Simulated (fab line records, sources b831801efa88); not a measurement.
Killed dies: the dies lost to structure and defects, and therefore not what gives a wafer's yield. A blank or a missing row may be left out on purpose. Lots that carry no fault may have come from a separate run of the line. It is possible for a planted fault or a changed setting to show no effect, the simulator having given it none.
2 desks, one fault | flow sky130 | what lay behind the numbers comes last; until then each desk has only its own

FROM THE METROLOGY DESK
What the gauges read for every lot (on any tool): the sampled wafers with a number, averaged. Marked OUT: a lot whose mean sits more than 4 standard deviations from the usual mean, which makes it out of limits; the brackets give that distance.
Columns: A = NWELL_2_TW at SKY_NWELL_TW_MEAS_26, usual 495; B = VT_ADJUST_HVTP_OVL at SKY_VT_ADJUST_HVTP_OVL_MEAS_08, usual -1.1 nm; C = cd-nm at SKY_VT_ADJUST_NCORE_CD_MEAS_07, usual 379 nm; D = VT_ADJUST_NCORE_OVL at SKY_VT_ADJUST_NCORE_OVL_MEAS_08, usual 0.5 nm; E = VT_ADJUST_NCORE_TW at SKY_VT_ADJUST_NCORE_TW_MEAS_11, usual 216.8; F = SONOS_TUNNEL_OVL at SKY_SONOS_TUNNEL_OVL_MEAS_08, usual 0.0 nm
lot  | first seen here | A   | B    | C   | D    | E                      | F
L487 | day 5 10:33     | 492 | -2.0 | 382 | 1.1  | 215.6                  | 1.9
L488 | day 5 18:53     | 503 | -1.4 | 378 | -0.6 | 218.0                  | 1.3
L491 | day 6 12:36     | 498 | -0.2 | 379 | 0.4  | 219.1                  | 0.1
L493 | day 7 00:24     | 501 | -0.1 | 380 | 2.2  | 216.4                  | 0.6
L494 | day 7 06:51     | 491 | -1.0 | 377 | 1.7  | 215.4                  | -1.1
L495 | day 7 13:08     | 489 | -0.2 | 378 | -0.9 | 216.6                  | -1.7
L496 | day 7 18:08     | 487 | -0.3 | 381 | 0.2  | 216.7                  | 0.2
L497 | day 7 22:41     | 494 | -1.6 | 381 | 2.0  | 216.7                  | 1.9
L504 | day 9 23:02     | 494 | 0.6  | 382 | 1.0  | 153.5 (-42) OUT        | 0.9
L505 | day 10 02:13    | 496 | -2.1 | -   | -    | 29.5 (-99 or more) OUT | 0.3
L506 | day 10 08:46    | 502 | -2.8 | 385 | -0.4 | 123.2 (-62) OUT        | -0.6
L508 | day 11 00:29    | 489 | 1.7  | 379 | -0.2 | 216.0                  | -0.6
L509 | day 11 05:13    | 501 | -0.4 | 381 | 0.9  | 219.7                  | -0.1
This desk's result: L504, L505, L506 out of limits, first on L504 (VT_ADJUST_NCORE_TW at SKY_VT_ADJUST_NCORE_TW_MEAS_11), day 14 00:07. L487, L488, L491, L493, L494, L495, L496, L497, L508, L509: within limits.

FOR THE TOOL OWNER'S DESK: litho-track-03
The tool's own readings at SKY_VT_ADJUST_NCORE_DEVELOP_06 (develop time 60 s): means of the sampled wafers that have a number, for each lot that ran on this tool. Marked OUT: a lot whose mean sits more than 4 standard deviations from the usual mean, which makes it out of limits; the brackets give that distance.
Columns: A = chill-plate-temp-C at SKY_VT_ADJUST_NCORE_DEVELOP_06, usual 23.00 C; B = exhaust-pa at SKY_VT_ADJUST_NCORE_DEVELOP_06, usual 44.9 Pa
lot  | first seen here | A     | B
L487 | day 8 15:01     | 22.86 | 45.0
L496 | day 11 09:57    | 22.99 | 43.7
L504 | day 13 23:34    | 23.03 | 44.5
L505 | day 14 03:19    | 22.98 | 45.2
L506 | day 14 11:22    | 22.91 | 44.6
This desk's finding: nothing out of limits on any of the 5 lots.

BROUGHT TOGETHER
Metrology desk: alarm possible at day 14 00:07 on L504, L505, L506.
The tool owner's desk saw nothing out of limits.
On record at the tool owner's desk: L504, L505, L506, within its limits.
SKY_VT_ADJUST_NCORE_DEVELOP_06 was run on litho-track-03 by each of the lots named.

WHAT HAD BEEN PUT IN BY THE SIMULATOR
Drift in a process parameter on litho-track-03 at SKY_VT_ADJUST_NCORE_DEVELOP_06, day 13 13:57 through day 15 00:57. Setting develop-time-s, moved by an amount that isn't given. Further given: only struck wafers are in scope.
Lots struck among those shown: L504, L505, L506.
Per desk, hours elapsed from the start of the fault to the first reading out of limits: for the metrology desk, 10.
